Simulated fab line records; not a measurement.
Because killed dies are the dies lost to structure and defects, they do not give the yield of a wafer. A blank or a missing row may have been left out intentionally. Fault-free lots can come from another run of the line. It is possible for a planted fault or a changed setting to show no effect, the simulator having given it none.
Chamber matching -- flow gf180mcu -- cmp-01 running GF_V5_CMP_26: 4 sister chambers
The step polishes, stops on SiO2, t overpolish 15 s, target thk 0 nm. 7 wafers are shown with their chamber, then 7 later ones without.

== WAFERS, EACH WITH ITS CHAMBER ==
wafer,chamber,motorCurrentA (A),overpolishRunS (s)
L647.6,0,10.3,14.995
L650.5,2,12.0,15.002
L651.1,2,12.7,14.995
L651.3,1,11.8,15.010
L651.4,3,9.9,14.995
L652.1,3,10.0,14.998
L652.4,0,10.9,15.008

== WAFERS MISSING THEIR CHAMBER ==
wafer,motorCurrentA (A),overpolishRunS (s)
L652.5,10.5,14.988
L654.1,10.0,14.995
L654.4,11.3,15.005
L654.6,13.0,14.996
L661.1,11.9,14.994
L661.2,12.3,15.002
L661.3,9.8,15.005

== WHICH CHAMBER EACH WENT THROUGH ==
wafer,from the rows above,in truth
L652.5,can't be placed: 3 or 0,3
L654.1,can't be placed: 3 or 0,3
L654.4,can't be placed: 1 or 0 or 2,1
L654.6,2,2
L661.1,can't be placed: 2 or 1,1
L661.2,can't be placed: 2 or 1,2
L661.3,can't be placed: 3 or 0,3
1 of 7 placed correctly. From these rows, 6 cannot be placed; in 6 the true chamber is one of the candidates. Placed wrongly: 0.
How it was worked out, from the rows above alone: a wafer's distance from a chamber is the root of the sum, over the readings, of the square of ((its reading less the chamber's mean) divided by the reading's scatter). The wafer belongs to the nearest chamber; if the next one is less than 2 further off, it can't be placed. The mean given for a chamber averages the wafers shown for that chamber. The scatter: take each reading less its chamber's mean, square it, sum over the shown wafers, divide by the number of wafers less the number of chambers, and take the root.
